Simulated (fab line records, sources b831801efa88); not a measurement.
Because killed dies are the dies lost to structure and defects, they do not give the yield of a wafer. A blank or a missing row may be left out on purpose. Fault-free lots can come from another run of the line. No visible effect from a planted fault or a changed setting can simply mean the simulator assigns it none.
Comparing a struck lot with a sound one | flow sky130 | 37 steps out of a route of 708
Sound: wafers L268.3, L268.5, L268.6. Wafers L263.2, L263.3, L263.4 were the ones struck. The cause comes at the end.
Each step with rows lists, per side, the tool, then ch with its chambers, then its first start. Under that, the readings that differ: sound wafers | struck wafers | difference of the means | sigmas: that difference in standard deviations of wafers without a fault.
alike: words and numbers the same on both sides, and readings whose means are apart by under 2 such deviations; not compared: readings that were withheld, readings missing a value for some wafer, numbers with overlapping values and no deviation given by the record, and bounds like >300 which may hide the same value.
A row with sigmas, a row that says differs or no value, or rows on one side alone: a step with any of these is where the two part. Numbers that have no deviation but don't overlap get no sigmas and don't part them. Lack of a reading on every wafer of one side parts them only where that side has two or more wafers.

first, 9 steps without rows for these wafers: SKY_VIA2_SPUTTER_20 (material TiN, target thk 20 nm, time 80 s); SKY_VIA2_CVD_21 (deposits W, target thk 420 nm, time 126.4 s); SKY_VIA2_CMP_24 (polishes, stops on SiO2, t overpolish 20 s, target thk 0 nm); SKY_METAL3_SPUTTER_00 (material Ti, target thk 15 nm, time 10 s); SKY_METAL3_SPUTTER_01 (material TiN, target thk 20 nm, time 16.7 s); SKY_METAL3_SPUTTER_02 (material AlCu, target thk 735 nm, time 39.1 s); SKY_METAL3_SPUTTER_03 (material Ti, target thk 5 nm, time 3.3 s); SKY_METAL3_SPUTTER_04 (material TiN, target thk 70 nm, time 58.3 s); SKY_CAPM_CVD_00 (deposits SiO2, target thk 15.5 nm).
SKY_CAPM_SPUTTER_02: material TiN, target thk 200 nm, time 166.7 s.
  struck on pvd-sputter-03, day 41 16:47; sound on pvd-sputter-04, day 42 23:04
  reading                                  | sound                | struck               | difference | sigmas
  cathode-dc-power-W (W)                   | 6498.0 6501.5 6498.9 | 6030.8 6032.6 6032.4 | -467.5     | -99 or more
  model.TiN_of_CAPM_SPUTTER_02.thk-nm (nm) | 198.3 203.4 200.9    | 180.1 178.7 181.6    | -20.7      |
  alike: throttle-valve-pct
SKY_CAPM_RS_MEAS_03: measurement is done with a four-point probe.
  struck on film-metro-04, day 41 17:12; sound on film-metro-01, day 42 23:13
  reading              | sound          | struck         | difference | sigmas
  CAPM_TIN_RS (ohm/sq) | 6.98 6.81 6.88 | 7.69 7.76 7.63 | +0.80      | +9
  not compared: hold
SKY_CAPM_THK_MEAS_04: measures by xrf.
  struck on film-metro-04, day 41 22:46; sound on film-metro-01, day 42 23:19
  reading           | sound             | struck            | difference | sigmas
  CAPM_TIN_THK (nm) | 196.0 201.4 198.5 | 177.2 175.5 178.4 | -21.6      | -8
  not compared: hold
then, 6 steps without rows for these wafers: SKY_CAPM_HMDS_06 (prime time 60 s); SKY_CAPM_COAT_07 (resist thk 1140 nm); SKY_CAPM_SOFTBAKE_08 (time 60 s); SKY_CAPM_EXPOSE_09 (exposes mask CAPM, target cd 1000 nm); SKY_CAPM_PEB_10; SKY_CAPM_DEVELOP_11 (develop time 60 s).
SKY_CAPM_METAL_ETCH_13: etches TiN in Cl2/BCl3, stops on SiO2, target depth 220 nm, time 62.9 s.
  sound on rie-metal-04 ch 1, day 43 21:32; struck on rie-metal-03 ch 0,1, day 42 16:00
  reading                | sound                | struck               | difference | sigmas
  oes-product-au (a.u.)  | 0.934 0.951 0.949    | 0.884 0.884 0.884    | -0.061     | -7
  throttle-valve-pct (%) | 21.894 21.887 21.907 | 21.938 21.937 21.942 | +0.043     | +4
  alike: bcl3-flow-sccm, drypump-motor-current-A, he-backside-leak-sccm
  not compared: rf-hours-counter-h
then, 16 steps without rows for these wafers: SKY_CAPM_STRIP_14 (strips in O2/N2); SKY_CAPM_STRIP_15 (strips in post etch residue remover, time 1200 s); SKY_CAPM_CLEAN_16 (cleans in IPA, time 180 s); SKY_CAPM_CLEAN_17 (cleans in O3/DIW); SKY_METAL3_DEHYDRATE_05 (time 60 s); SKY_METAL3_HMDS_06 (prime time 60 s); SKY_METAL3_COAT_07 (resist thk 60 nm); SKY_METAL3_COAT_08 (resist thk 1140 nm); SKY_METAL3_SOFTBAKE_09 (time 90 s); SKY_METAL3_EXPOSE_10 (exposes mask MM3, target cd 300 nm); SKY_METAL3_PEB_11; SKY_METAL3_DEVELOP_12 (develop time 60 s); SKY_METAL3_DESCUM_15 (chemistry O2, time 8 s); SKY_METAL3_ETCH_16 (etches BARC in N2/H2, stops on SiO2, time 88.2 s, target depth 60 nm); SKY_METAL3_ETCH_17 (etches SiO2 in C4F8/O2/Ar, stops on TiN, time 3.9 s, target depth 15 nm); SKY_METAL3_METAL_ETCH_18 (etches the open film in Cl2/BCl3, stops on SiO2, target depth 845 nm, time 183.1 s).
SKY_METAL3_STRIP_20: strips in post etch residue remover, time 1200 s.
  sound on wet-bench-02 ch 0, day 44 21:17; struck on wet-bench-01 ch 1, day 43 15:35
  reading                                  | sound             | struck            | difference | sigmas
  model.TiN_of_CAPM_SPUTTER_02.thk-nm (nm) | 197.5 202.5 200.1 | 179.3 177.9 180.7 | -20.7      |
-- the record jumps here: 6 days lie between the struck wafers' starts before and after (it left off in module METAL3 and takes up again in module PAD_OPEN, whose first step shown is number 708 of the route) --
SKY_PAD_OPEN_PROBE_99:
  struck on prober-01, day 49 21:19; sound on prober-02, day 50 18:17
  reading                          | sound             | struck            | difference | sigmas
  model.etest.cap-mim.plate-ohm-sq | 6.095 5.886 5.956 | 6.671 6.623 6.658 | +0.672     |
  alike: defect-limited-yield, killed_at_M0_to_M3, killed_at_M4_up, killed-at-contacts, killed-at-front-end, killed-at-other, killed-dies, killed-open, killed-short, sort_bin_3_pad_short, sort_bin_5_function, sort_bin_6_memory, sort-n-pass, sort-yield-pct

WHERE THEY PART
First at SKY_CAPM_SPUTTER_02; last, within this record, at SKY_CAPM_METAL_ETCH_13. Later steps at which nothing parts them and some readings are alike: SKY_PAD_OPEN_PROBE_99.

WHY: whatever the simulator had introduced
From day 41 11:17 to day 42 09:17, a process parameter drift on pvd-sputter-03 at SKY_CAPM_SPUTTER_02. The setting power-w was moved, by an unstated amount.
